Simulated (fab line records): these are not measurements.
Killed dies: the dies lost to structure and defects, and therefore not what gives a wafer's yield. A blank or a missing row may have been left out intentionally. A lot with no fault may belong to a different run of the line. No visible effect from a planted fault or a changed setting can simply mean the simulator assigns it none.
Which of the tools did it? / flow sky130 / 24 lots with 72 wafers sampled at 6 steps, on a route of 708 steps

## WHAT THE GAUGES SHOWED, per wafer
The record lacks any reading of a measuring or inspecting step that a usual standard deviation could be used to judge.

## WHICH TOOL RAN EACH LOT (tool, then ch and the chambers of the sampled wafers, then the start)
lot=L074; SKY_METAL1_SPUTTER_00=pvdSputter-03, day 31 05:02; SKY_METAL3_DESCUM_15=rieMetal-01 ch 0,1, day 38 03:31; SKY_METAL4_SPUTTER_04=pvdSputter-04, day 39 07:57; SKY_CAP2M_CVD_00=pecvd-02 ch 0,1, day 39 08:00; SKY_METAL4_ETCH_17=rieDiel-02 ch 1,2,3, day 41 07:53; SKY_METAL5_SPUTTER_03=pvdSputter-04, day 42 13:10
lot=L075; SKY_METAL1_SPUTTER_00=pvdSputter-01, day 32 00:50; SKY_METAL3_DESCUM_15=rieMetal-01 ch 1, day 38 21:49; SKY_METAL4_SPUTTER_04=pvdSputter-03, day 40 01:14; SKY_CAP2M_CVD_00=pecvd-01 ch 0,1, day 40 01:17; SKY_METAL4_ETCH_17=rieDiel-04 ch 0,1, day 41 22:11; SKY_METAL5_SPUTTER_03=pvdSputter-02, day 42 23:20
lot=L076; SKY_METAL1_SPUTTER_00=pvdSputter-01, day 32 03:28; SKY_METAL3_DESCUM_15=rieMetal-01 ch 0,1, day 39 00:47; SKY_METAL4_SPUTTER_04=pvdSputter-02, day 40 04:14; SKY_CAP2M_CVD_00=pecvd-01 ch 0,1,2, day 40 04:19; SKY_METAL4_ETCH_17=rieDiel-02 ch 0,2,3, day 42 01:17; SKY_METAL5_SPUTTER_03=pvdSputter-04, day 43 02:09
lot=L077; SKY_METAL1_SPUTTER_00=pvdSputter-01, day 32 11:31; SKY_METAL3_DESCUM_15=rieMetal-02 ch 0, day 39 07:08; SKY_METAL4_SPUTTER_04=pvdSputter-04, day 40 10:53; SKY_CAP2M_CVD_00=pecvd-03 ch 0,1, day 40 10:56; SKY_METAL4_ETCH_17=rieDiel-04 ch 0,1,2, day 42 08:49; SKY_METAL5_SPUTTER_03=pvdSputter-01, day 43 10:32
lot=L078; SKY_METAL1_SPUTTER_00=pvdSputter-03, day 32 21:13; SKY_METAL3_DESCUM_15=rieMetal-01 ch 0,1, day 39 14:40; SKY_METAL4_SPUTTER_04=pvdSputter-03, day 40 18:14; SKY_CAP2M_CVD_00=pecvd-02 ch 0,1, day 40 18:17; SKY_METAL4_ETCH_17=rieDiel-04 ch 1,2, day 42 14:32; SKY_METAL5_SPUTTER_03=pvdSputter-02, day 43 15:30
lot=L079; SKY_METAL1_SPUTTER_00=pvdSputter-01, day 33 08:17; SKY_METAL3_DESCUM_15=rieMetal-02 ch 0,1, day 40 01:59; SKY_METAL4_SPUTTER_04=pvdSputter-03, day 41 05:08; SKY_CAP2M_CVD_00=pecvd-03 ch 0,1,2, day 41 05:11; SKY_METAL4_ETCH_17=rieDiel-04 ch 0,1,3, day 43 02:05; SKY_METAL5_SPUTTER_03=pvdSputter-01, day 44 02:58
lot=L082; SKY_METAL1_SPUTTER_00=pvdSputter-04, day 34 03:42; SKY_METAL3_DESCUM_15=rieMetal-01 ch 0,1, day 40 18:53; SKY_METAL4_SPUTTER_04=pvdSputter-04, day 42 06:52; SKY_CAP2M_CVD_00=pecvd-01 ch 0,1,2, day 42 06:55; SKY_METAL4_ETCH_17=rieDiel-04 ch 2,3, day 44 04:58; SKY_METAL5_SPUTTER_03=pvdSputter-01, day 45 05:35
lot=L081; SKY_METAL1_SPUTTER_00=pvdSputter-01, day 34 05:07; SKY_METAL3_DESCUM_15=rieMetal-01 ch 0,1, day 40 20:02; SKY_METAL4_SPUTTER_04=pvdSputter-02, day 42 07:01; SKY_CAP2M_CVD_00=pecvd-02 ch 0,1,2, day 42 07:05; SKY_METAL4_ETCH_17=rieDiel-04 ch 1,2,3, day 44 05:56; SKY_METAL5_SPUTTER_03=pvdSputter-01, day 45 07:08
lot=L080; SKY_METAL1_SPUTTER_00=pvdSputter-04, day 34 06:11; SKY_METAL3_DESCUM_15=rieMetal-01 ch 0,1, day 40 21:04; SKY_METAL4_SPUTTER_04=pvdSputter-02, day 42 08:08; SKY_CAP2M_CVD_00=pecvd-01 ch 0,1,2, day 42 08:12; SKY_METAL4_ETCH_17=rieDiel-01 ch 1,2, day 44 06:23; SKY_METAL5_SPUTTER_03=pvdSputter-02, day 45 07:44
lot=L083; SKY_METAL1_SPUTTER_00=pvdSputter-03, day 34 18:19; SKY_METAL3_DESCUM_15=rieMetal-02 ch 0,1, day 41 07:17; SKY_METAL4_SPUTTER_04=pvdSputter-02, day 42 13:17; SKY_CAP2M_CVD_00=pecvd-02 ch 0,1,2, day 42 13:20; SKY_METAL4_ETCH_17=rieDiel-01 ch 1,2,3, day 44 11:43; SKY_METAL5_SPUTTER_03=pvdSputter-04, day 45 12:41
lot=L084; SKY_METAL1_SPUTTER_00=pvdSputter-01, day 35 04:08; SKY_METAL3_DESCUM_15=rieMetal-04 ch 0,1, day 41 12:10; SKY_METAL4_SPUTTER_04=pvdSputter-02, day 42 15:25; SKY_CAP2M_CVD_00=pecvd-01 ch 0,2, day 42 15:28; SKY_METAL4_ETCH_17=rieDiel-02 ch 2,3, day 44 13:31; SKY_METAL5_SPUTTER_03=pvdSputter-02, day 45 14:11
lot=L085; SKY_METAL1_SPUTTER_00=pvdSputter-04, day 35 06:04; SKY_METAL3_DESCUM_15=rieMetal-02 ch 0,1, day 41 16:40; SKY_METAL4_SPUTTER_04=pvdSputter-04, day 42 18:58; SKY_CAP2M_CVD_00=pecvd-03 ch 0,1,2, day 42 19:01; SKY_METAL4_ETCH_17=rieDiel-01 ch 0,2, day 44 15:35; SKY_METAL5_SPUTTER_03=pvdSputter-04, day 45 16:03
lot=L086; SKY_METAL1_SPUTTER_00=pvdSputter-04, day 35 14:34; SKY_METAL3_DESCUM_15=rieMetal-02 ch 0,1, day 41 23:47; SKY_METAL4_SPUTTER_04=pvdSputter-02, day 43 00:18; SKY_CAP2M_CVD_00=pecvd-02 ch 1,2, day 43 00:21; SKY_METAL4_ETCH_17=rieDiel-02 ch 0,1, day 44 21:52; SKY_METAL5_SPUTTER_03=pvdSputter-04, day 45 22:19
lot=L087; SKY_METAL1_SPUTTER_00=pvdSputter-04, day 35 18:29; SKY_METAL3_DESCUM_15=rieMetal-04 ch 0,1, day 42 05:19; SKY_METAL4_SPUTTER_04=pvdSputter-03, day 43 07:32; SKY_CAP2M_CVD_00=pecvd-01 ch 0,2, day 43 07:35; SKY_METAL4_ETCH_17=rieDiel-02 ch 0,1,2, day 45 05:38; SKY_METAL5_SPUTTER_03=pvdSputter-04, day 46 05:48
lot=L088; SKY_METAL1_SPUTTER_00=pvdSputter-04, day 36 01:38; SKY_METAL3_DESCUM_15=rieMetal-01 ch 0, day 42 09:38; SKY_METAL4_SPUTTER_04=pvdSputter-04, day 43 12:27; SKY_CAP2M_CVD_00=pecvd-03 ch 0,1,2, day 43 12:30; SKY_METAL4_ETCH_17=rieDiel-04 ch 1,2,3, day 45 09:53; SKY_METAL5_SPUTTER_03=pvdSputter-04, day 46 09:14
lot=L089; SKY_METAL1_SPUTTER_00=pvdSputter-04, day 36 11:02; SKY_METAL3_DESCUM_15=rieMetal-02 ch 0,1, day 42 18:25; SKY_METAL4_SPUTTER_04=pvdSputter-04, day 43 19:50; SKY_CAP2M_CVD_00=pecvd-03 ch 1,2, day 43 19:52; SKY_METAL4_ETCH_17=rieDiel-02 ch 1,2,3, day 45 15:17; SKY_METAL5_SPUTTER_03=pvdSputter-04, day 46 15:06
lot=L090; SKY_METAL1_SPUTTER_00=pvdSputter-03, day 36 23:04; SKY_METAL3_DESCUM_15=rieMetal-01 ch 0,1, day 43 07:52; SKY_METAL4_SPUTTER_04=pvdSputter-04, day 44 09:54; SKY_CAP2M_CVD_00=pecvd-01 ch 0,1,2, day 44 09:57; SKY_METAL4_ETCH_17=rieDiel-02 ch 0,2,3, day 46 06:25; SKY_METAL5_SPUTTER_03=pvdSputter-02, day 47 06:01
lot=L091; SKY_METAL1_SPUTTER_00=pvdSputter-03, day 37 03:20; SKY_METAL3_DESCUM_15=rieMetal-01 ch 0,1, day 43 12:38; SKY_METAL4_SPUTTER_04=pvdSputter-04, day 44 15:08; SKY_CAP2M_CVD_00=pecvd-01 ch 0,1, day 44 15:11; SKY_METAL4_ETCH_17=rieDiel-04 ch 1,2,3, day 46 10:20; SKY_METAL5_SPUTTER_03=pvdSputter-01, day 47 10:49
lot=L092; SKY_METAL1_SPUTTER_00=pvdSputter-03, day 37 06:23; SKY_METAL3_DESCUM_15=rieMetal-04 ch 0,1, day 43 12:59; SKY_METAL4_SPUTTER_04=pvdSputter-03, day 44 15:49; SKY_CAP2M_CVD_00=pecvd-01 ch 0,2, day 44 15:52; SKY_METAL4_ETCH_17=rieDiel-02 ch 1,2,3, day 46 11:17; SKY_METAL5_SPUTTER_03=pvdSputter-04, day 47 11:07
lot=L093; SKY_METAL1_SPUTTER_00=pvdSputter-01, day 37 13:32; SKY_METAL3_DESCUM_15=rieMetal-01 ch 0,1, day 44 05:10; SKY_METAL4_SPUTTER_04=pvdSputter-04, day 45 06:15; SKY_CAP2M_CVD_00=pecvd-03 ch 0,2, day 45 06:17; SKY_METAL4_ETCH_17=rieDiel-01 ch 0,1,2, day 46 23:53; SKY_METAL5_SPUTTER_03=pvdSputter-04, day 47 21:52
lot=L094; SKY_METAL1_SPUTTER_00=pvdSputter-03, day 37 18:46; SKY_METAL3_DESCUM_15=rieMetal-04 ch 1, day 44 07:44; SKY_METAL4_SPUTTER_04=pvdSputter-03, day 45 08:56; SKY_CAP2M_CVD_00=pecvd-01 ch 0,1,2, day 45 08:59; SKY_METAL4_ETCH_17=rieDiel-02 ch 1,2,3, day 47 03:31; SKY_METAL5_SPUTTER_03=pvdSputter-02, day 48 01:32
lot=L095; SKY_METAL1_SPUTTER_00=pvdSputter-01, day 37 23:14; SKY_METAL3_DESCUM_15=rieMetal-04 ch 0,1, day 44 10:37; SKY_METAL4_SPUTTER_04=pvdSputter-02, day 45 11:55; SKY_CAP2M_CVD_00=pecvd-03 ch 1,2, day 45 11:58; SKY_METAL4_ETCH_17=rieDiel-01 ch 0,2, day 47 04:32; SKY_METAL5_SPUTTER_03=pvdSputter-02, day 48 04:05
lot=L096; SKY_METAL1_SPUTTER_00=pvdSputter-03, day 38 13:22; SKY_METAL3_DESCUM_15=rieMetal-01 ch 0,1, day 44 13:44; SKY_METAL4_SPUTTER_04=pvdSputter-04, day 45 14:28; SKY_CAP2M_CVD_00=pecvd-01 ch 0,1, day 45 14:31; SKY_METAL4_ETCH_17=rieDiel-02 ch 0,1, day 47 07:46; SKY_METAL5_SPUTTER_03=pvdSputter-01, day 48 07:10
lot=L097; SKY_METAL1_SPUTTER_00=pvdSputter-01, day 39 18:14; SKY_METAL3_DESCUM_15=rieMetal-02 ch 1, day 46 02:46; SKY_METAL4_SPUTTER_04=pvdSputter-03, day 47 01:56; SKY_CAP2M_CVD_00=pecvd-01 ch 0,2, day 47 01:59; SKY_METAL4_ETCH_17=rieDiel-04 ch 2,3, day 48 17:02; SKY_METAL5_SPUTTER_03=pvdSputter-01, day 49 12:51
- SKY_METAL1_SPUTTER_00: material Ti, target thk 15 nm, time 10 s.
- SKY_METAL3_DESCUM_15: chemistry O2, time 8 s.
- SKY_METAL4_SPUTTER_04: material TiN, target thk 70 nm, time 58.3 s.
- SKY_CAP2M_CVD_00: deposits SiO2, target thk 15.5 nm.
- SKY_METAL4_ETCH_17: etches SiO2 in C4F8/O2/Ar, stops on TiN, time 3.9 s, target depth 15 nm.
- SKY_METAL5_SPUTTER_03: material Ti, target thk 5 nm, time 3.229 s.

## AS READ BY THE TOOLS THEMSELVES (means over the sampled wafers that have a number; for cases with no such wafer, the mark the record gives instead)
SKY_METAL1_SPUTTER_00. Usual: 30.0 % for throttleValvePct, sd 0.98.
lot=L074; tool=pvdSputter-03; throttleValvePct (%)=29.4; flag=
lot=L075; tool=pvdSputter-01; throttleValvePct (%)=30.4; flag=
lot=L076; tool=pvdSputter-01; throttleValvePct (%)=30.9; flag=
lot=L077; tool=pvdSputter-01; throttleValvePct (%)=30.9; flag=
lot=L078; tool=pvdSputter-03; throttleValvePct (%)=29.0; flag=
lot=L079; tool=pvdSputter-01; throttleValvePct (%)=30.8; flag=
lot=L082; tool=pvdSputter-04; throttleValvePct (%)=31.8; flag=
lot=L081; tool=pvdSputter-01; throttleValvePct (%)=30.2; flag=
lot=L080; tool=pvdSputter-04; throttleValvePct (%)=30.4; flag=
lot=L083; tool=pvdSputter-03; throttleValvePct (%)=29.1; flag=
lot=L084; tool=pvdSputter-01; throttleValvePct (%)=30.6; flag=
lot=L085; tool=pvdSputter-04; throttleValvePct (%)=29.2; flag=
lot=L086; tool=pvdSputter-04; throttleValvePct (%)=29.7; flag=
lot=L087; tool=pvdSputter-04; throttleValvePct (%)=29.7; flag=
lot=L088; tool=pvdSputter-04; throttleValvePct (%)=30.5; flag=
lot=L089; tool=pvdSputter-04; throttleValvePct (%)=30.4; flag=
lot=L090; tool=pvdSputter-03; throttleValvePct (%)=29.2; flag=
lot=L091; tool=pvdSputter-03; throttleValvePct (%)=29.3; flag=
lot=L092; tool=pvdSputter-03; throttleValvePct (%)=29.2; flag=
lot=L093; tool=pvdSputter-01; throttleValvePct (%)=30.4; flag=
lot=L094; tool=pvdSputter-03; throttleValvePct (%)=29.4; flag=
lot=L095; tool=pvdSputter-01; throttleValvePct (%)=30.8; flag=
lot=L096; tool=pvdSputter-03; throttleValvePct (%)=29.2; flag=
lot=L097; tool=pvdSputter-01; throttleValvePct (%)=30.6; flag=

SKY_METAL3_DESCUM_15. Usual: drypumpMotorCurrentA 5.8 A, standard deviation 0.4; oesProductAu 0.997 a.u., standard deviation 0.012.
lot=L074; tool=rieMetal-01; drypumpMotorCurrentA (A)=6.0; oesProductAu (a.u.)=0.996; flag=
lot=L075; tool=rieMetal-01; drypumpMotorCurrentA (A)=6.1; oesProductAu (a.u.)=0.986; flag=
lot=L076; tool=rieMetal-01; drypumpMotorCurrentA (A)=5.9; oesProductAu (a.u.)=0.991; flag=
lot=L077; tool=rieMetal-02; drypumpMotorCurrentA (A)=5.3; oesProductAu (a.u.)=0.984; flag=
lot=L078; tool=rieMetal-01; drypumpMotorCurrentA (A)=5.8; oesProductAu (a.u.)=1.001; flag=
lot=L079; tool=rieMetal-02; drypumpMotorCurrentA (A)=5.2; oesProductAu (a.u.)=1.001; flag=
lot=L082; tool=rieMetal-01; drypumpMotorCurrentA (A)=5.8; oesProductAu (a.u.)=0.992; flag=
lot=L081; tool=rieMetal-01; drypumpMotorCurrentA (A)=5.8; oesProductAu (a.u.)=0.994; flag=
lot=L080; tool=rieMetal-01; drypumpMotorCurrentA (A)=5.8; oesProductAu (a.u.)=0.987; flag=
lot=L083; tool=rieMetal-02; drypumpMotorCurrentA (A)=5.3; oesProductAu (a.u.)=0.999; flag=
lot=L084; tool=rieMetal-04; drypumpMotorCurrentA (A)=6.2; oesProductAu (a.u.)=1.012; flag=
lot=L085; tool=rieMetal-02; drypumpMotorCurrentA (A)=5.2; oesProductAu (a.u.)=0.990; flag=
lot=L086; tool=rieMetal-02; drypumpMotorCurrentA (A)=5.3; oesProductAu (a.u.)=0.997; flag=
lot=L087; tool=rieMetal-04; drypumpMotorCurrentA (A)=6.2; oesProductAu (a.u.)=1.018; flag=
lot=L088; tool=rieMetal-01; drypumpMotorCurrentA (A)=5.7; oesProductAu (a.u.)=0.979; flag=
lot=L089; tool=rieMetal-02; drypumpMotorCurrentA (A)=5.2; oesProductAu (a.u.)=0.996; flag=
lot=L090; tool=rieMetal-01; drypumpMotorCurrentA (A)=5.8; oesProductAu (a.u.)=0.991; flag=
lot=L091; tool=rieMetal-01; drypumpMotorCurrentA (A)=5.8; oesProductAu (a.u.)=0.989; flag=
lot=L092; tool=rieMetal-04; drypumpMotorCurrentA (A)=6.2; oesProductAu (a.u.)=1.013; flag=
lot=L093; tool=rieMetal-01; drypumpMotorCurrentA (A)=5.9; oesProductAu (a.u.)=0.987; flag=
lot=L094; tool=rieMetal-04; drypumpMotorCurrentA (A)=6.3; oesProductAu (a.u.)=1.017; flag=
lot=L095; tool=rieMetal-04; drypumpMotorCurrentA (A)=6.2; oesProductAu (a.u.)=1.010; flag=
lot=L096; tool=rieMetal-01; drypumpMotorCurrentA (A)=6.0; oesProductAu (a.u.)=0.985; flag=
lot=L097; tool=rieMetal-02; drypumpMotorCurrentA (A)=5.1; oesProductAu (a.u.)=0.993; flag=

SKY_METAL4_SPUTTER_04. Usual: 30.0 % for throttleValvePct, sd 1.1.
lot=L074; tool=pvdSputter-04; throttleValvePct (%)=31.3; flag=
lot=L075; tool=pvdSputter-03; throttleValvePct (%)=29.3; flag=
lot=L076; tool=pvdSputter-02; throttleValvePct (%)=30.2; flag=
lot=L077; tool=pvdSputter-04; throttleValvePct (%)=30.8; flag=
lot=L078; tool=pvdSputter-03; throttleValvePct (%)=29.0; flag=
lot=L079; tool=pvdSputter-03; throttleValvePct (%)=29.3; flag=
lot=L082; tool=pvdSputter-04; throttleValvePct (%)=30.9; flag=
lot=L081; tool=pvdSputter-02; throttleValvePct (%)=29.8; flag=
lot=L080; tool=pvdSputter-02; throttleValvePct (%)=29.8; flag=
lot=L083; tool=pvdSputter-02; throttleValvePct (%)=29.9; flag=
lot=L084; tool=pvdSputter-02; throttleValvePct (%)=29.8; flag=
lot=L085; tool=pvdSputter-04; throttleValvePct (%)=30.2; flag=
lot=L086; tool=pvdSputter-02; throttleValvePct (%)=30.0; flag=
lot=L087; tool=pvdSputter-03; throttleValvePct (%)=28.9; flag=
lot=L088; tool=pvdSputter-04; throttleValvePct (%)=30.3; flag=
lot=L089; tool=pvdSputter-04; throttleValvePct (%)=31.5; flag=
lot=L090; tool=pvdSputter-04; throttleValvePct (%)=30.8; flag=
lot=L091; tool=pvdSputter-04; throttleValvePct (%)=31.4; flag=
lot=L092; tool=pvdSputter-03; throttleValvePct (%)=28.7; flag=
lot=L093; tool=pvdSputter-04; throttleValvePct (%)=30.8; flag=
lot=L094; tool=pvdSputter-03; throttleValvePct (%)=29.4; flag=
lot=L095; tool=pvdSputter-02; throttleValvePct (%)=30.0; flag=
lot=L096; tool=pvdSputter-04; throttleValvePct (%)=31.4; flag=
lot=L097; tool=pvdSputter-03; throttleValvePct (%)=29.6; flag=

SKY_CAP2M_CVD_00. Usual: 653 W for heaterPowerW, sd 95.
lot=L074; tool=pecvd-02; heaterPowerW (W)=691; flag=
lot=L075; tool=pecvd-01; heaterPowerW (W)=629; flag=
lot=L076; tool=pecvd-01; heaterPowerW (W)=650; flag=
lot=L077; tool=pecvd-03; heaterPowerW (W)=687; flag=
lot=L078; tool=pecvd-02; heaterPowerW (W)=730; flag=
lot=L079; tool=pecvd-03; heaterPowerW (W)=675; flag=
lot=L082; tool=pecvd-01; heaterPowerW (W)=632; flag=
lot=L081; tool=pecvd-02; heaterPowerW (W)=683; flag=
lot=L080; tool=pecvd-01; heaterPowerW (W)=658; flag=
lot=L083; tool=pecvd-02; heaterPowerW (W)=742; flag=
lot=L084; tool=pecvd-01; heaterPowerW (W)=524; flag=
lot=L085; tool=pecvd-03; heaterPowerW (W)=663; flag=
lot=L086; tool=pecvd-02; heaterPowerW (W)=740; flag=
lot=L087; tool=pecvd-01; heaterPowerW (W)=527; flag=
lot=L088; tool=pecvd-03; heaterPowerW (W)=672; flag=
lot=L089; tool=pecvd-03; heaterPowerW (W)=708; flag=
lot=L090; tool=pecvd-01; heaterPowerW (W)=590; flag=
lot=L091; tool=pecvd-01; heaterPowerW (W)=637; flag=
lot=L092; tool=pecvd-01; heaterPowerW (W)=569; flag=
lot=L093; tool=pecvd-03; heaterPowerW (W)=673; flag=
lot=L094; tool=pecvd-01; heaterPowerW (W)=612; flag=
lot=L095; tool=pecvd-03; heaterPowerW (W)=658; flag=
lot=L096; tool=pecvd-01; heaterPowerW (W)=586; flag=
lot=L097; tool=pecvd-01; heaterPowerW (W)=580; flag=

SKY_METAL4_ETCH_17. Usual: 0.754 a.u. for oesProductAu, sd 0.0067.
lot=L074; tool=rieDiel-02; oesProductAu (a.u.)=0.753; flag=
lot=L075; tool=rieDiel-04; oesProductAu (a.u.)=0.754; flag=
lot=L076; tool=rieDiel-02; oesProductAu (a.u.)=0.755; flag=
lot=L077; tool=rieDiel-04; oesProductAu (a.u.)=0.763; flag=
lot=L078; tool=rieDiel-04; oesProductAu (a.u.)=0.744; flag=
lot=L079; tool=rieDiel-04; oesProductAu (a.u.)=0.754; flag=
lot=L082; tool=rieDiel-04; oesProductAu (a.u.)=0.751; flag=
lot=L081; tool=rieDiel-04; oesProductAu (a.u.)=0.752; flag=
lot=L080; tool=rieDiel-01; oesProductAu (a.u.)=0.756; flag=
lot=L083; tool=rieDiel-01; oesProductAu (a.u.)=0.755; flag=
lot=L084; tool=rieDiel-02; oesProductAu (a.u.)=0.756; flag=
lot=L085; tool=rieDiel-01; oesProductAu (a.u.)=0.758; flag=
lot=L086; tool=rieDiel-02; oesProductAu (a.u.)=0.743; flag=
lot=L087; tool=rieDiel-02; oesProductAu (a.u.)=0.754; flag=
lot=L088; tool=rieDiel-04; oesProductAu (a.u.)=0.754; flag=
lot=L089; tool=rieDiel-02; oesProductAu (a.u.)=0.750; flag=
lot=L090; tool=rieDiel-02; oesProductAu (a.u.)=0.744; flag=
lot=L091; tool=rieDiel-04; oesProductAu (a.u.)=0.752; flag=
lot=L092; tool=rieDiel-02; oesProductAu (a.u.)=0.749; flag=
lot=L093; tool=rieDiel-01; oesProductAu (a.u.)=0.755; flag=
lot=L094; tool=rieDiel-02; oesProductAu (a.u.)=0.751; flag=
lot=L095; tool=rieDiel-01; oesProductAu (a.u.)=0.760; flag=
lot=L096; tool=rieDiel-02; oesProductAu (a.u.)=0.752; flag=
lot=L097; tool=rieDiel-04; oesProductAu (a.u.)=0.752; flag=

SKY_METAL5_SPUTTER_03. Usual: 30.4 % for throttleValvePct, sd 1.
lot=L074; tool=pvdSputter-04; throttleValvePct (%)=29.6; flag=
lot=L075; tool=pvdSputter-02; throttleValvePct (%)=30.0; flag=
lot=L076; tool=pvdSputter-04; throttleValvePct (%)=31.3; flag=
lot=L077; tool=pvdSputter-01; throttleValvePct (%)=30.6; flag=
lot=L078; tool=pvdSputter-02; throttleValvePct (%)=29.8; flag=
lot=L079; tool=pvdSputter-01; throttleValvePct (%)=30.5; flag=
lot=L082; tool=pvdSputter-01; throttleValvePct (%)=30.9; flag=
lot=L081; tool=pvdSputter-01; throttleValvePct (%)=31.0; flag=
lot=L080; tool=pvdSputter-02; throttleValvePct (%)=30.1; flag=
lot=L083; tool=pvdSputter-04; throttleValvePct (%)=30.8; flag=
lot=L084; tool=pvdSputter-02; throttleValvePct (%)=29.8; flag=
lot=L085; tool=pvdSputter-04; throttleValvePct (%)=30.2; flag=
lot=L086; tool=pvdSputter-04; throttleValvePct (%)=30.9; flag=
lot=L087; tool=pvdSputter-04; throttleValvePct (%)=29.8; flag=
lot=L088; tool=pvdSputter-04; throttleValvePct (%)=29.1; flag=
lot=L089; tool=pvdSputter-04; throttleValvePct (%)=31.3; flag=
lot=L090; tool=pvdSputter-02; throttleValvePct (%)=29.8; flag=
lot=L091; tool=pvdSputter-01; throttleValvePct (%)=30.1; flag=
lot=L092; tool=pvdSputter-04; throttleValvePct (%)=29.6; flag=
lot=L093; tool=pvdSputter-04; throttleValvePct (%)=30.8; flag=
lot=L094; tool=pvdSputter-02; throttleValvePct (%)=30.0; flag=
lot=L095; tool=pvdSputter-02; throttleValvePct (%)=29.6; flag=
lot=L096; tool=pvdSputter-01; throttleValvePct (%)=30.8; flag=
lot=L097; tool=pvdSputter-01; throttleValvePct (%)=30.8; flag=

## THE ANSWER, worked out from the rows above alone
Rule: a lot counts as off when the mean over its wafers that have a number is more than 3 standard deviations away from the usual mean. Also off: a lot with no number at a reading for which 4 or more lots have one. Any other lot the step has rows for is counted as sound. After the gauges, taken in route order, come the tools' own readings; for these a lot's mean is taken, as printed above. At the first step where some lot is off, the reading lying furthest off is the one used; lots without a number count as furthest.
Nothing can be told from this: no lot is off at any reading shown.

## WHAT WAS PUT IN BY THE SIMULATOR
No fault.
